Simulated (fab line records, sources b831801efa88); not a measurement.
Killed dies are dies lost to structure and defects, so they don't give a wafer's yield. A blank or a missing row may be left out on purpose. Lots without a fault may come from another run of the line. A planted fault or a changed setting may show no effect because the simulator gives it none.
fab line records | flow gf180mcu
record lots=5 wafers=15 last_day=33
route steps=602 shown M4@464 V4@476
lots that met no fault: from a run of the same line without faults
start_h: hours from the record's first day to the start of the lot's first wafer shown | wait_h: hours since the lot's step before | " the same as in the row above | L1.1+2: a row that stands for several wafers | - no value, or no start given | * or withheld: withheld | < > ~ a bound
route shown NAME@n: a module of which the file shows steps, and the number in the route of the first | usual: mean/standard deviation of fault-free wafers | same: alike in all rows | chamber/n: place in a boat | sites: the reading at each site | _std_site: their standard deviation | _edge_site: outer sites' mean less inner sites' | radius_mm: how far each site lies from the wafer's centre | mask NAME#n: copy n | behind: the tool/chamber that last shaped the wafer | hold: why the lot was held/for how many hours/how that ended | device: the transistor (n, p or np) that didn't switch | end of line: the same wafers' tests at the end of the route | a step without rows: its recipe alone | killed: dies lost to structure and defects at the first sort, not the wafer's yield | map: a wafer's dies, x killed, . not, _ none there
set.NAME: the setting as run; set.NAME@STEP: as run at that earlier step | model.NAME: the simulator's own value behind a step, which no gauge read
lots at some steps of the route; a table a step, a row a wafer
services: from which hour (start_h, from the record's first day; less than 0 if before it) a tool's chamber was out of use, for how many hours, and why
## steps
# step GF_M4_HMDS_08
# recipe prime_time_s=60 prime_temp_c=120
# columns lot.wafer tool chamber start_h wait_h
L078.3+4+6 litho_track-04 0 562.55 0.1
L080.1+4+6 litho_track-02 0 580.39 0.1
L081.1+2+4 litho_track-04 0 592.60 0.1
L082.2+3+4 litho_track-01 0 597.72 0.1
L093.3+4+6 litho_track-02 0 672.59 0.1
# step GF_M4_COAT_09
# recipe resist=KrF spin_rpm=withheld resist_thk_nm=1000
# columns lot.wafer tool chamber start_h wait_h
L078.3+4+6 litho_track-04 0 562.70 0.1
L080.1+4+6 litho_track-02 0 580.54 0.1
L081.1+2+4 litho_track-04 0 592.75 0.1
L082.2+3+4 litho_track-01 0 597.87 0.1
L093.3+4+6 litho_track-02 0 672.74 0.1
# step GF_M4_SOFTBAKE_10
# recipe temp_c=130 time_s=60 resist=KrF
# columns lot.wafer tool chamber start_h wait_h
L078.3+4+6 litho_track-04 0 562.85 0.1
L080.1+4+6 litho_track-02 0 580.69 0.1
L081.1+2+4 litho_track-04 0 592.90 0.1
L082.2+3+4 litho_track-01 0 598.02 0.1
L093.3+4+6 litho_track-02 0 672.89 0.1
# step GF_M4_EXPOSE_11
# recipe mask_id=Metal4 target_cd_nm=280 na=0.68 source_shape=conventional sigma_outer=0.6 dose_mj=28
# columns lot.wafer tool chamber start_h wait_h mask
L078.3+4+6 krf_scanner-01 0 - - Metal4#0
L080.1+4+6 krf_scanner-02 0 - - Metal4#0
L081.1+2+4 krf_scanner-02 0 - - Metal4#0
L082.2+3+4 krf_scanner-01 0 - - Metal4#0
L093.3+4+6 krf_scanner-01 0 - - Metal4#0
# step GF_M4_PEB_12
# recipe peb_temp_c=135 peb_time_s=90 resist=KrF
# columns lot.wafer tool chamber start_h wait_h
L078.3+4+6 litho_track-04 0 - -
L080.1+4+6 litho_track-02 0 - -
L081.1+2+4 litho_track-02 0 - -
L082.2+3+4 litho_track-02 0 - -
L093.3+4+6 litho_track-01 0 - -
# step GF_M4_DEVELOP_13
# recipe develop_time_s=60 dev_temp_c=21
# columns lot.wafer tool chamber start_h wait_h
L078.3+4+6 litho_track-04 0 573.15 0.1
L080.1+4+6 litho_track-02 0 591.54 0.2
L081.1+2+4 litho_track-02 0 602.79 0.2
L082.2+3+4 litho_track-02 0 608.27 0.2
L093.3+4+6 litho_track-01 0 681.89 0.1
# step GF_M4_CD_MEAS_14
# recipe target_cd_nm=280
# usual cd_nm=279.6/1.2
# columns lot.wafer tool chamber start_h wait_h cd_nm
L078.3 cd_sem-01 - 573.29 0.1 278.9
L078.4 " - " " 279.8
L078.6 " - " " 279.6
L080.1 cd_sem-01 - 591.69 0.1 280.7
L080.4 " - " " 281.1
L080.6 " - " " 281.9
L081.1 cd_sem-01 - 602.94 0.1 277.9
L081.2 " - " " 278.1
L081.4 " - " " 280.1
L082.2 cd_sem-02 - 608.41 0.1 279.1
L082.3 " - " " 278.8
L082.4 " - " " 278.5
L093.3 cd_sem-01 - 682.03 0.1 278.6
L093.4 " - " " 278.9
L093.6 " - " " 278.7
# step GF_M4_OVL_MEAS_15
# usual M4_OVL=-4/5.1
# columns lot.wafer tool chamber start_h wait_h M4_OVL[nm]
L078.3 overlay-02 - 573.38 0.1 -3
L078.4 " - " " -2
L078.6 " - " " -7
L080.1 overlay-02 - 591.81 0.1 -5
L080.4 " - " " -4
L080.6 " - " " -9
L081.1 overlay-01 - 603.06 0.1 4
L081.2 " - " " -2
L081.4 " - " " -1
L082.2 overlay-02 - 608.52 0.1 -5
L082.3 " - " " 3
L082.4 " - " " -4
L093.3 overlay-02 - 682.13 0.1 -13
L093.4 " - " " -5
L093.6 " - " " -12
# step GF_M4_METAL_ETCH_16
# recipe chemistry=Cl2/BCl3 mask_material=KrF target_depth_nm=627.5 stop_on=SiO2 pressure_mtorr=8 icp_w=830.8 bias_w=140 Cl2_flow_sccm=80 bcl3_flow_sccm=40 time_s=104.6
# usual drypump_motor_current_A=5.9/0.42 oes_product_au=0.973/0.0073 throttle_valve_pct=28.249/0.011
# columns lot.wafer tool chamber start_h wait_h drypump_motor_current_A oes_product_au rf_hours_counter_h throttle_valve_pct
L078.3 rie_metal-03 1 573.44 0.1 6.8 0.965 - 28.255
L078.4 " 0 " " 5.5 0.972 - 28.246
L078.6 " 0 " " 5.5 0.968 - 28.254
L080.1 rie_metal-02 0 591.85 0.0 6.0 0.979 1 28.247
L080.4 " 0 " " 5.9 0.972 - 28.251
L080.6 " 0 " " 6.0 0.964 - 28.230
L081.1 rie_metal-02 0 603.10 0.0 6.0 0.990 1 28.236
L081.2 " 1 " " 5.7 0.983 10 28.230
L081.4 " 0 " " 6.0 0.976 - 28.230
L082.2 rie_metal-02 0 608.55 0.0 6.0 0.976 2 28.258
L082.3 " 0 " " 6.0 0.974 - 28.247
L082.4 " 1 " " 5.7 0.968 - 28.249
L093.3 rie_metal-02 0 682.19 0.1 6.0 0.965 - 28.240
L093.4 " 1 " " 5.7 0.966 - 28.269
L093.6 " 1 " " 5.6 0.964 - 28.244
# step GF_M4_STRIP_17
# recipe chemistry=O2/N2 power_w=1400 pressure_mtorr=1500 platen_temp_c=250 o2_flow_sccm=3000 n2_flow_sccm=300 overash_fraction=0.5
# usual drypump_motor_current_A=5.7/0.46 heater_power_w=305/31 oes_product_au=0.554/0.005 strip_time_to_endpoint_s=7.79/0.051
# same overash_fraction=0.5
# columns lot.wafer tool chamber start_h wait_h drypump_motor_current_A heater_power_w oes_product_au rf_hours_counter_h strip_time_to_endpoint_s
L078.3 plasma_asher-02 0 573.55 0.1 5.7 299 0.559 - 7.74
L078.4 " 1 " " 6.2 326 0.557 - 7.88
L078.6 " 1 " " 6.2 333 0.561 - 7.85
L080.1 plasma_asher-02 1 591.96 0.1 6.2 323 0.555 78 7.79
L080.4 " 0 " " 5.7 304 0.555 - 7.82
L080.6 " 0 " " 5.7 310 0.548 - 7.82
L081.1 plasma_asher-01 0 603.21 0.1 6.2 241 0.553 52 7.87
L081.2 " 1 " " 5.1 338 0.553 52 7.78
L081.4 " 0 " " 6.2 250 0.555 - 7.85
L082.2 plasma_asher-01 0 608.66 0.1 6.2 243 0.560 53 7.77
L082.3 " 1 " " 5.1 332 0.554 - 7.80
L082.4 " 0 " " 6.2 242 0.551 - 7.76
L093.3 plasma_asher-02 1 682.30 0.1 6.2 333 0.558 - 7.75
L093.4 " 0 " " 5.7 304 0.547 - 7.78
L093.6 " 1 " " 6.2 333 0.551 - 7.78
# step GF_M4_STRIP_18
# recipe chemistry=post_etch_residue_remover time_s=1200 temp_c=72.5
# columns lot.wafer tool chamber start_h wait_h
L078.3+4+6 wet_bench-04 0 573.62 0.0
L080.1+4+6 wet_bench-03 0 592.06 0.1
L081.1+2+4 wet_bench-04 0 603.31 0.1
L082.2+3+4 wet_bench-02 1 608.76 0.1
L093.3+4+6 wet_bench-02 2 682.36 0.0
# step GF_M4_CLEAN_19
# recipe chemistry=DIW dry=n2_spin
# columns lot.wafer tool chamber start_h wait_h
L078.3+4+6 wet_bench-02 0 574.36 0.0
L080.1+4+6 wet_bench-02 2 592.47 0.0
L081.1+2+4 wet_bench-02 3 603.69 0.0
L082.2+3+4 wet_bench-03 3 609.10 0.0
L093.3+4+6 wet_bench-03 1 682.70 0.0
# step GF_V4_CVD_00
# recipe material=SiO2 target_thk_nm=600 sigma_open_frac=0.3 temp_c=400 time_s=100 sih4_flow_sccm=60 pressure_mtorr=6
# usual susceptor_temp_C=399.95/0.2
# columns lot.wafer tool chamber start_h wait_h susceptor_temp_C
L078.3 hdpcvd-01 2 574.46 0.0 400.22
L078.4 " 1 " " 400.06
L078.6 " 2 " " 399.92
L080.1 hdpcvd-01 1 592.56 0.0 400.10
L080.4 " 0 " " 400.20
L080.6 " 1 " " 399.71
L081.1 hdpcvd-01 1 603.78 0.0 399.96
L081.2 " 0 " " 399.92
L081.4 " 1 " " 399.96
L082.2 hdpcvd-01 1 609.20 0.0 399.70
L082.3 " 2 " " 399.98
L082.4 " 0 " " 399.63
L093.3 hdpcvd-02 0 682.80 0.0 399.79
L093.4 " 1 " " 400.08
L093.6 " 0 " " 399.83
# step GF_V4_THK_MEAS_01
# recipe reads=SiO2_of_V4_CVD_00
# usual V4_CVD_00_THK=594/7.7
# columns lot.wafer tool chamber start_h wait_h V4_CVD_00_THK[nm]
L078.3 film_metro-04 - 574.56 0.1 574
L078.4 " - " " 585
L078.6 " - " " 579
L080.1 film_metro-02 - 592.63 0.0 601
L080.4 " - " " 605
L080.6 " - " " 596
L081.1 film_metro-01 - 603.85 0.0 592
L081.2 " - " " 598
L081.4 " - " " 593
L082.2 film_metro-02 - 609.29 0.0 590
L082.3 " - " " 580
L082.4 " - " " 589
L093.3 film_metro-04 - 682.90 0.1 599
L093.4 " - " " 593
L093.6 " - " " 597
# step GF_V4_CVD_02
# recipe material=SiO2 target_thk_nm=850 precursor=TEOS temp_c=400 time_s=94.851 rf_w=600
# usual heater_power_w=657/79 susceptor_temp_C=399.97/0.2
# columns lot.wafer tool chamber start_h wait_h heater_power_w susceptor_temp_C
L078.3 pecvd-03 1 574.60 0.0 658 399.94
L078.4 " 1 " " 703 399.92
L078.6 " 2 " " 597 400.13
L080.1 pecvd-01 0 592.69 0.1 754 399.99
L080.4 " 2 " " 696 400.15
L080.6 " 1 " " 603 400.15
L081.1 pecvd-01 0 603.91 0.1 752 399.97
L081.2 " 1 " " 638 400.24
L081.4 " 1 " " 655 400.12
L082.2 pecvd-01 0 609.34 0.0 712 400.08
L082.3 " 1 " " 524 399.64
L082.4 " 0 " " 774 400.15
L093.3 pecvd-04 1 682.94 0.0 607 399.94
L093.4 " 1 " " 624 399.81
L093.6 " 2 " " 551 399.76
# step GF_V4_THK_MEAS_03
# recipe reads=SiO2_of_V4_CVD_02
# usual V4_CVD_02_THK=854/13
# columns lot.wafer tool chamber start_h wait_h V4_CVD_02_THK[nm]
L078.3 film_metro-02 - 574.68 0.1 837
L078.4 " - " " 844
L078.6 " - " " 847
L080.1 film_metro-02 - 592.76 0.0 841
L080.4 " - " " 872
L080.6 " - " " 875
L081.1 film_metro-02 - 603.98 0.0 830
L081.2 " - " " 848
L081.4 " - " " 866
L082.2 film_metro-01 - 609.42 0.0 851
L082.3 " - " " 870
L082.4 " - " " 868
L093.3 film_metro-01 - 683.03 0.1 850
L093.4 " - " " 856
L093.6 " - " " 852
# step GF_V4_CMP_04
# recipe material=SiO2 down_force_psi=4 platen_rpm=60 pad_velocity_m_s=0.94248
# usual motor_current_A=11.7/1 slurry_filter_dp_kPa=13.49/0.14 time_to_endpoint_s=82/6.4
# columns lot.wafer tool chamber start_h wait_h motor_current_A slurry_filter_dp_kPa time_to_endpoint_s
L078.4 cmp-01 1 574.86 0.2 12.3 13.20 81
L078.3 " 2 " " 11.6 13.57 78
L078.6 " 0 " " 11.6 13.63 73
L080.1 cmp-01 2 592.87 0.1 12.5 13.53 77
L080.4 " 0 " " 10.4 13.35 81
L080.6 " 2 " " 11.4 13.54 88
L081.4 cmp-02 1 604.04 0.0 10.1 13.40 85
L081.1 " 2 " " 12.0 13.52 76
L081.2 " 0 " " 12.8 13.38 84
L082.2 cmp-01 3 609.52 0.1 11.8 13.21 79
L082.3 " 0 " " 10.7 13.65 80
L082.4 " 1 " " 12.0 13.60 83
L093.3 cmp-02 1 683.17 0.1 9.7 13.75 81
L093.4 " 2 " " 12.1 13.77 90
L093.6 " 0 " " 12.3 13.56 87
# step GF_V4_BOW_MEAS_05
# recipe mode=bow
# usual V4_BOW=135/9.4
# columns lot.wafer tool chamber start_h wait_h V4_BOW[um]
L078.3 film_metro-02 - 575.10 0.1 128
L078.4 " - " " 125
L078.6 " - " " 126
L080.1 film_metro-01 - 593.12 0.2 122
L080.4 " - " " 130
L080.6 " - " " 122
L081.1 film_metro-01 - 604.34 0.2 112
L081.2 " - " " 124
L081.4 " - " " 121
L082.2 film_metro-02 - 609.79 0.2 135
L082.3 " - " " 134
L082.4 " - " " 129
L093.3 film_metro-04 - 683.41 0.2 137
L093.4 " - " " 131
L093.6 " - " " 142
# step GF_V4_DEHYDRATE_06
# recipe temp_c=200 time_s=60
# columns lot.wafer tool chamber start_h wait_h
L078.3+4+6 litho_track-02 0 585.54 10.4
L080.1+4+6 litho_track-03 0 602.86 9.7
L081.1+2+4 litho_track-02 0 614.34 10.0
L082.2+3+4 litho_track-03 0 619.43 9.6
L093.3+4+6 litho_track-01 0 693.04 9.6
# step GF_V4_HMDS_07
# recipe prime_time_s=60 prime_temp_c=120
# columns lot.wafer tool chamber start_h wait_h
L078.3+4+6 litho_track-02 0 585.69 0.1
L080.1+4+6 litho_track-03 0 603.01 0.1
L081.1+2+4 litho_track-02 0 614.49 0.1
L082.2+3+4 litho_track-03 0 619.58 0.1
L093.3+4+6 litho_track-01 0 693.19 0.1
# step GF_V4_COAT_08
# recipe resist=BARC temp_c=withheld time_s=withheld spin_rpm=withheld resist_thk_nm=withheld
# columns lot.wafer tool chamber start_h wait_h
L078.3+4+6 litho_track-02 0 585.84 0.1
L080.1+4+6 litho_track-03 0 603.16 0.1
L081.1+2+4 litho_track-02 0 614.64 0.1
L082.2+3+4 litho_track-03 0 619.73 0.1
L093.3+4+6 litho_track-01 0 693.34 0.1
# step GF_V4_COAT_09
# recipe resist=KrF spin_rpm=withheld resist_thk_nm=1000
# columns lot.wafer tool chamber start_h wait_h
L078.3+4+6 litho_track-02 0 - -
L080.1+4+6 litho_track-03 0 - -
L081.1+2+4 litho_track-02 0 - -
L082.2+3+4 litho_track-03 0 - -
L093.3+4+6 litho_track-01 0 - -
# step GF_V4_SOFTBAKE_10
# recipe temp_c=130 time_s=60 resist=KrF
# columns lot.wafer tool chamber start_h wait_h
L078.3+4+6 litho_track-02 0 - -
L080.1+4+6 litho_track-03 0 - -
L081.1+2+4 litho_track-02 0 - -
L082.2+3+4 litho_track-03 0 - -
L093.3+4+6 litho_track-01 0 - -
# step GF_V4_EXPOSE_11
# recipe mask_id=Via4 target_cd_nm=260 na=0.68 source_shape=conventional sigma_outer=0.6 dose_mj=38.64
# columns lot.wafer tool chamber start_h wait_h mask
L078.3+4+6 krf_scanner-01 0 - - Via4#0
L080.1+4+6 krf_scanner-01 0 - - Via4#0
L081.1+2+4 krf_scanner-01 0 - - Via4#0
L082.2+3+4 krf_scanner-01 0 - - Via4#0
L093.3+4+6 krf_scanner-02 0 - - Via4#0
## services
# columns tool chamber start_h hours kind
hdpcvd-01 - 539.25 15.0 pm
cmp-02 - 544.26 2.0 repair
pecvd-04 - 551.37 5.5 pm
krf_scanner-01 - 551.65 0.8 pm
cmp-01 - 553.68 6.1 pm
krf_scanner-02 - 559.63 1.0 pm
krf_scanner-01 - 563.34 3.0 pm
cmp-01 - 563.97 3.2 repair
cmp-02 - 572.17 4.0 pm
krf_scanner-02 - 582.39 4.4 pm
cmp-02 - 592.09 4.7 pm
pecvd-01 0 609.88 13.0 repair
krf_scanner-02 - 614.84 1.3 pm
cmp-01 - 629.81 1.6 repair
cmp-02 - 630.82 0.3 repair
wet_bench-02 - 634.44 1.7 repair
cmp-01 - 659.41 7.4 repair
plasma_asher-01 - 663.11 1.5 repair
pecvd-01 - 667.82 6.0 pm
plasma_asher-02 - 672.96 0.8 repair
hdpcvd-01 - 673.47 14.6 pm
krf_scanner-02 - 674.42 0.8 pm
plasma_asher-02 - 681.28 0.7 repair
rie_metal-02 1 690.82 2.3 repair
## key
fault none
